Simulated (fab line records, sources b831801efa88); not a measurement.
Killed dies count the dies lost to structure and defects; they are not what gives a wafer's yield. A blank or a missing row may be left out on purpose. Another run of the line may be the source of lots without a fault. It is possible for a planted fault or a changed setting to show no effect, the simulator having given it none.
What tool caused it? | flow sky130 | 10 lots with 30 wafers sampled at 6 steps, on a route of 708 steps

## WHAT EACH GAUGE READ, for each wafer
SKY_VIA1_OVL_MEAS_13. Usual: VIA1_OVL gives -1 nm (standard deviation 6).
lot  | measured     | on         | VIA1_OVL (nm) | flag
L655 | day 34 18:02 | overlay-01 | -5 -7 0       |
L656 | day 35 05:59 | overlay-01 | 9 7 19        |
L661 | day 37 03:08 | overlay-01 | 1 4 9         |
L665 | day 38 14:01 | overlay-01 | -3 -3 5       |
L666 | day 38 23:27 | overlay-02 | -6 -1 -7      |
L669 | day 39 03:13 | overlay-02 | -4 12 5       |
L667 | day 39 04:40 | overlay-01 | -1 2 1        |
L671 | day 39 16:59 | overlay-01 | 4 7 3         |
L672 | day 40 02:29 | overlay-01 | -5 -2 -3      |
L673 | day 40 12:23 | overlay-02 | 0 -3 -3       |

SKY_METAL2_RS_MEAS_05: the measuring method here is four-point-probe. Usual: METAL2_ALCU_RS gives 0.1269 ohm/sq (standard deviation 0.0011).
lot  | measured     | on            | METAL2_ALCU_RS (ohm/sq)                   | flag
L655 | day 34 19:35 | film metro-02 | 0.1263 0.1272 0.1270                      |
L656 | day 35 07:31 | film metro-01 | 0.1257 0.1248 0.1272                      |
L661 | day 37 04:40 | film metro-03 | 0.1255 0.1257 0.1258                      |
L665 | day 38 15:31 | film metro-01 | 0.1258 0.1247 0.1344 0.1258 0.1248 0.1347 |
L666 | day 39 01:17 | film metro-01 | 0.1265 0.1264 0.1267                      |
L669 | day 39 04:44 | film metro-03 | 0.1281 0.1295 0.1276                      |
L667 | day 39 06:20 | film metro-03 | 0.1270 0.1366 0.1263 0.1269 0.1366 0.1264 |
L671 | day 39 18:42 | film metro-02 | 0.1263 0.1276 0.1275                      |
L672 | day 40 03:59 | film metro-01 | 0.1294 0.1301 0.1290                      |
L673 | day 40 13:55 | film metro-03 | 0.1267 0.1269 0.1269                      |

SKY_METAL2_THK_MEAS_06: measures by xrf. Usual: METAL2_ALCU_THK gives 250.4 nm (standard deviation 2.8).
lot  | measured     | on            | METAL2_ALCU_THK (nm)                | flag
L655 | day 34 19:42 | film metro-02 | 248.6 248.2 247.8                   |
L656 | day 35 07:38 | film metro-01 | 256.1 256.3 252.7                   |
L661 | day 37 04:47 | film metro-03 | 252.8 252.5 253.9                   |
L665 | day 38 17:20 | film metro-01 | 252.9 253.6 239.2 252.1 254.5 238.9 |
L666 | day 39 01:24 | film metro-01 | 251.7 251.4 250.0                   |
L669 | day 39 04:51 | film metro-03 | 247.3 246.2 246.5                   |
L667 | day 39 11:22 | film metro-03 | 249.9 231.7 251.2 248.0 232.4 247.8 |
L671 | day 39 18:49 | film metro-02 | 249.5 245.4 247.7                   |
L672 | day 40 04:06 | film metro-01 | 248.6 246.7 248.5                   |
L673 | day 40 14:02 | film metro-03 | 252.5 250.4 250.5                   |

SKY_METAL2_CD_MEAS_15 targets a cd of 140 nm. Usual: cd nm 139.3 nm, standard deviation 1.6.
lot  | measured     | on        | cd nm (nm)        | flag
L655 | day 35 21:40 | cd sem-01 | 140.4 139.8 141.8 |
L656 | day 36 09:37 | cd sem-02 | 139.0 139.4 138.4 |
L661 | day 38 06:40 | cd sem-02 | 141.0 140.3 139.5 |
L665 | day 39 16:20 | cd sem-02 | 137.8 138.4 139.2 |
L666 | day 40 01:59 | cd sem-01 | 137.4 137.0 137.3 |
L669 | day 40 05:03 | cd sem-02 | 138.8 137.9 140.5 |
L667 | day 40 06:59 | cd sem-01 | 139.3 137.4 137.9 |
L671 | day 40 19:31 | cd sem-02 | 140.1 139.5 139.0 |
L672 | day 41 04:08 | cd sem-02 | 141.2 139.8 140.4 |
L673 | day 41 13:34 | cd sem-01 | 140.2 138.9 139.1 |

## WHAT TOOL EACH LOT RAN ON (gives the tool, then ch and the chambers of the sampled wafers, and finally the start)
lot  | SKY_VIA1_STRIP_16                    | SKY_METAL2_SPUTTER_02
L655 | plasma asher-04 ch 0,1, day 34 18:13 | pvd sputter-01, day 34 19:29
L656 | plasma asher-02 ch 0,1, day 35 06:06 | pvd sputter-02, day 35 07:25
L661 | plasma asher-02 ch 1, day 37 03:16   | pvd sputter-02, day 37 04:35
L665 | plasma asher-01 ch 0,1, day 38 14:07 | pvd sputter-02, day 38 15:24
L666 | plasma asher-02 ch 0,1, day 38 23:34 | pvd sputter-03, day 39 01:11
L669 | plasma asher-01 ch 0,1, day 39 03:19 | pvd sputter-03, day 39 04:38
L667 | plasma asher-02 ch 0,1, day 39 04:46 | pvd sputter-02, day 39 06:14
L671 | plasma asher-01 ch 0,1, day 39 17:07 | pvd sputter-01, day 39 18:37
L672 | plasma asher-04 ch 0,1, day 40 02:37 | pvd sputter-03, day 40 03:53
L673 | plasma asher-01 ch 0,1, day 40 12:31 | pvd sputter-01, day 40 13:49
- SKY_VIA1_STRIP_16: strips in O2/N2.
- SKY_METAL2_SPUTTER_02: material AlCu, target thk 250 nm, time 13.3 s.

## WHAT THE TOOLS THEMSELVES READ (means of the sampled wafers that have a number; where no wafer has one, the mark that the record gives instead)
SKY_VIA1_STRIP_16. Usual: drypump motor current A 5.9 A, standard deviation 0.34; n2 flow sccm 300.1 sccm, standard deviation 1; o2 flow sccm 3001 sccm, standard deviation 8.2; oes product au 0.416 a.u., standard deviation 0.0043; strip time to endpoint s 4.464 s, standard deviation 0.027.
lot  | tool            | drypump motor current A (A) | n2 flow sccm (sccm) | o2 flow sccm (sccm) | oes product au (a.u.) | strip time to endpoint s (s) | flag
L655 | plasma asher-04 | 5.5                         | 299.8               | 3008                | 0.419                 | 4.486                        |
L656 | plasma asher-02 | 5.7                         | 299.4               | 3007                | 0.417                 | 4.464                        |
L661 | plasma asher-02 | 5.6                         | 299.7               | 3003                | 0.414                 | 4.441                        |
L665 | plasma asher-01 | 6.1                         | 300.4               | 3003                | 0.416                 | 4.456                        |
L666 | plasma asher-02 | 5.7                         | 300.9               | 2997                | 0.413                 | 4.450                        |
L669 | plasma asher-01 | 6.2                         | 299.9               | 2993                | 0.415                 | 4.478                        |
L667 | plasma asher-02 | 5.7                         | 299.8               | 3004                | 0.416                 | 4.469                        |
L671 | plasma asher-01 | 6.2                         | 300.9               | 2998                | 0.414                 | 4.445                        |
L672 | plasma asher-04 | 5.7                         | 299.3               | 3003                | 0.418                 | 4.510                        |
L673 | plasma asher-01 | 6.2                         | 299.4               | 3002                | 0.414                 | 4.476                        |

SKY_METAL2_SPUTTER_02. Usual: throttle valve pct 30.4 %, standard deviation 1.5.
lot  | tool           | throttle valve pct (%) | flag
L655 | pvd sputter-01 | 30.6                   |
L656 | pvd sputter-02 | 29.8                   |
L661 | pvd sputter-02 | 30.5                   |
L665 | pvd sputter-02 | 29.5                   |
L666 | pvd sputter-03 | 30.9                   |
L669 | pvd sputter-03 | 29.1                   |
L667 | pvd sputter-02 | 29.7                   |
L671 | pvd sputter-01 | 31.4                   |
L672 | pvd sputter-03 | 29.2                   |
L673 | pvd sputter-01 | 30.9                   |

## THE ANSWER, worked out from the rows above alone
Rule: lot off if the mean of its wafers having a number is beyond 3 standard deviations from the usual mean. A lot without any number at a reading at which 4 lots or more have one is off too. Any other lot the step has rows for is counted as sound. Order of review: gauges by route order, followed by the tools' own readings, for which a lot's mean as printed above is used. The first step at which some lot is off is used, and at that step the reading that is off furthest; a lot without a number counts as furthest.
Across all readings shown, no lot is off: no conclusion can be drawn from this.

## WHAT THE SIMULATOR PUT IN
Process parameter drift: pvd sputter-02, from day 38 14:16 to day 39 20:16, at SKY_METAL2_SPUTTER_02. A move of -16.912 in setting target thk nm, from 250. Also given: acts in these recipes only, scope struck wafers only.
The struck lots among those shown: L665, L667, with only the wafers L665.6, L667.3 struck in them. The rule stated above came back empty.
